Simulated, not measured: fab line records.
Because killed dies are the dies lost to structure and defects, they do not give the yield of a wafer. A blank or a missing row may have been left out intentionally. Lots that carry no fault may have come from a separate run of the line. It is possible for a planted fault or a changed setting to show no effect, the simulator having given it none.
Split-lot trial	flow gf180mcu	5 lots, 23 wafers read, on a route of 602 steps

ON THE SPLIT
At GF_CONTACT_SPUTTER_23 (material TiN, target thk 10 nm, time 40 s), the setting time s was moved away from the recipe's 40 s on 10 of the 23 wafers read, by -14.8% to -6.9%. This setting was run at the recipe's value on the other wafers.

The split's own step is where the reading is taken.

THE READING
TiN_of_CONTACT_SPUTTER_23.thk nm (the simulator's own value, which no gauge read), in nm, at GF_CONTACT_SPUTTER_23 (material TiN, target thk 10 nm, time 40 s). The file does not state a usual value for it. The 13 wafers here that ran the recipe average 9.926 nm, standard deviation 0.21 nm.

wafer	tool, chamber at the split	time s as run, s	against the recipe	TiN_of_CONTACT_SPUTTER_23.thk nm, nm	against lot-mates on the recipe
L075.2	pvd sputter-01, -	40	recipe	10.12	-
L075.3	pvd sputter-01, -	40	recipe	10.26	-
L075.4	pvd sputter-01, -	40	recipe	10.23	-
L077.1	pvd sputter-02, -	36.2	-9.5%	9.037	-0.835
L077.2	pvd sputter-02, -	36.2	-9.5%	8.958	-0.914
L077.3	pvd sputter-02, -	36.2	-9.5%	8.898	-0.974
L077.4	pvd sputter-02, -	40	recipe	9.848	-
L077.6	pvd sputter-02, -	40	recipe	9.895	-
L080.2	pvd sputter-02, -	40	recipe	9.824	-
L080.3	pvd sputter-02, -	37.23	-6.9%	9.121	-0.691
L080.4	pvd sputter-02, -	37.23	-6.9%	9.286	-0.527
L080.5	pvd sputter-02, -	37.23	-6.9%	9.242	-0.570
L080.6	pvd sputter-02, -	40	recipe	9.801	-
L081.1	pvd sputter-02, -	37.13	-7.2%	9.294	-0.717
L081.2	pvd sputter-02, -	40	recipe	9.814	-
L081.3	pvd sputter-02, -	37.13	-7.2%	9.215	-0.796
L081.5	pvd sputter-02, -	40	recipe	10.09	-
L081.6	pvd sputter-02, -	40	recipe	10.13	-
L082.2	pvd sputter-02, -	34.06	-14.8%	8.341	-1.333
L082.3	pvd sputter-02, -	40	recipe	9.748	-
L082.4	pvd sputter-02, -	40	recipe	9.622	-
L082.5	pvd sputter-02, -	34.06	-14.8%	8.439	-1.235
L082.6	pvd sputter-02, -	40	recipe	9.652	-

FIT RESULTS
A straight line over all 23 wafers: TiN_of_CONTACT_SPUTTER_23.thk nm changes by +0.102 nm for each +1% of time s; r = +0.95; the points scatter about the line by 0.17 nm.
The same after taking each lot's own level away (the mean of its wafers on the recipe; 23 wafers): +0.0903 nm for each +1%; r = +0.98; scatter 0.085 nm.
Per that fit: largest time s move, reading shift of 1.3 nm.
The span of the lots' own levels, 9.6740 to 10.2033 nm, comes to 2.6 times the standard deviation stated above.
So the lot-to-lot level changes the slope: the two fits differ.
Check: for one of the wafers moved furthest among these (-14.8%), held out of the fit, the line's prediction against its lot-mates is -1.35 nm. Against them it came out at -1.33 nm.

THESE WAFERS: OTHER SPLITS
Other splits were also applied to these wafers ahead of the reading. Each is held against what the fit with the lots' levels taken away leaves over:
other split on the same wafers	wafers away from the commonest value	r with TiN_of_CONTACT_SPUTTER_23.thk nm (lot level and that fit taken away)
GF_HV_LDD_DEVELOP_45 develop time s	7	+0.18
GF_NSD_DEVELOP_06 develop time s	11	-0.09
GF_PSD_COAT_02 spin rpm	11	-0.27
GF_PSD_IMPLANT_09 dose cm2	10	-0.23
GF_SAB_DEVELOP_08 develop time s	7	+0.13
GF_CONTACT_CVD_00 sih4 flow sccm	7	-0.37
GF_CONTACT_ETCH_16 bias w	5	+0.22

FILE'S OWN FIT
TiN_of_CONTACT_SPUTTER_23.thk nm changes by +0.0908 nm for each +1% of time s, r = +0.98.
